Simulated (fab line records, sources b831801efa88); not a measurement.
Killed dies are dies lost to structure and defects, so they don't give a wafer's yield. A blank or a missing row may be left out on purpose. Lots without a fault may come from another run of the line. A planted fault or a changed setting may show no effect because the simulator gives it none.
Which tool did it? | flow gf180mcu | 24 lots, 72 wafers sampled, at 2 steps of a route of 602

WHAT THE GAUGES READ, wafer by wafer
GF_V1_THK_MEAS_25: measures by xrf. Usual: V1_W_THK 349 nm, standard deviation 4.6.
lot  | measured     | on            | V1_W_THK (nm) | flag
L074 | day 18 03:01 | film_metro-03 | 350 353 352   |
L075 | day 18 13:25 | film_metro-03 | 343 340 346   |
L076 | day 19 00:07 | film_metro-03 | 350 348 351   |
L077 | day 19 03:09 | film_metro-03 | 348 352 346   |
L078 | day 19 19:57 | film_metro-02 | 353 352 357   |
L079 | day 20 03:41 | film_metro-03 | 345 348 344   |
L080 | day 20 13:49 | film_metro-03 | 352 352 353   |
L081 | day 20 18:33 | film_metro-04 | 348 346 346   |
L082 | day 21 05:33 | film_metro-03 | 354 352 349   |
L083 | day 21 16:28 | film_metro-03 | 353 350 353   |
L084 | day 22 01:17 | film_metro-02 | 349 346 349   |
L085 | day 22 11:44 | film_metro-03 | 347 351 345   |
L086 | day 22 21:17 | film_metro-03 | 357 353 351   |
L087 | day 23 03:08 | film_metro-03 | 351 349 353   |
L088 | day 23 09:55 | film_metro-03 | 347 351 347   |
L089 | day 23 21:43 | film_metro-03 | 355 359 360   |
L090 | day 24 03:29 | film_metro-03 | 347 346 349   |
L091 | day 24 06:34 | film_metro-03 | 350 352 356   |
L092 | day 24 16:11 | film_metro-04 | 351 342 349   |
L093 | day 24 23:20 | film_metro-04 | 356 351 357   |
L094 | day 25 07:25 | film_metro-02 | 348 348 346   |
L095 | day 25 13:10 | film_metro-02 | 354 346 348   |
L096 | day 25 21:36 | film_metro-02 | 335 345 337   |
L097 | day 26 02:13 | film_metro-03 | 352 351 352   |

GF_M3_CD_MEAS_14: target cd 280 nm. Usual: cd_nm 280.2 nm, standard deviation 1.1.
lot  | measured     | on        | cd_nm (nm)        | flag
L074 | day 21 07:36 | cd_sem-02 | 279.9 279.2 279.0 |
L075 | day 21 16:17 | cd_sem-01 | 278.4 278.2 277.9 |
L076 | day 22 04:31 | cd_sem-02 | 280.5 279.8 280.1 |
L077 | day 22 06:46 | cd_sem-01 | 280.8 280.3 278.7 |
L078 | day 22 23:56 | cd_sem-02 | 280.7 280.4 279.9 |
L079 | day 23 06:41 | cd_sem-02 | 279.6 279.6 278.6 |
L080 | day 23 15:53 | cd_sem-02 | 279.1 278.7 281.7 |
L081 | day 23 19:55 | cd_sem-02 | 279.4 279.4 281.4 |
L082 | day 24 07:02 | cd_sem-01 | 281.8 283.7 280.9 |
L083 | day 24 16:04 | cd_sem-01 | 280.8 280.3 279.1 |
L084 | day 25 00:53 | cd_sem-02 | 279.4 280.0 279.5 |
L085 | day 25 11:05 | cd_sem-02 | 280.3 282.0 280.2 |
L086 | day 25 19:16 | cd_sem-02 | 281.2 282.0 280.9 |
L087 | day 26 01:22 | cd_sem-01 | 281.0 280.3 280.0 |
L088 | day 26 06:07 | cd_sem-01 | 280.2 280.3 280.8 |
L089 | day 26 16:46 | cd_sem-01 | 281.8 281.8 282.4 |
L090 | day 26 22:56 | cd_sem-02 | 279.1 278.1 280.1 |
L091 | day 27 02:08 | cd_sem-01 | 280.2 280.2 280.0 |
L092 | day 27 08:40 | cd_sem-01 | 280.7 279.7 280.6 |
L093 | day 27 17:13 | cd_sem-02 | 281.0 280.7 280.0 |
L094 | day 28 00:08 | cd_sem-01 | 281.0 281.5 280.3 |
L095 | day 28 04:43 | cd_sem-02 | 277.7 276.9 278.2 |
L096 | day 28 13:47 | cd_sem-01 | 281.6 282.4 282.1 |
L097 | day 28 16:49 | cd_sem-01 | 280.9 279.7 279.8 |

WHICH TOOL RAN EACH LOT (tool, then ch and the chambers of the sampled wafers, then the start)
The record holds no process step before these readings.

WHAT THE TOOLS THEMSELVES READ (means of the sampled wafers that have a number; where no wafer has one, the mark that the record gives instead)
The record holds no such reading with a usual standard deviation.

THE ANSWER, worked out from the rows above alone
Rule: a lot is off if the mean of its wafers that have a number lies more than 3 standard deviations from the usual mean. A lot without any number at a reading at which 4 lots or more have one is off too. The other lots that the step has rows for count as sound. The gauges are gone through in route order, then the tools' own readings, and for those a lot's mean is taken as printed above. The first step at which some lot is off is used, and at that step the reading that is off furthest; a lot without a number counts as furthest.
No lot is off at any reading shown: from this, nothing can be told.

WHAT THE SIMULATOR HAD PUT IN
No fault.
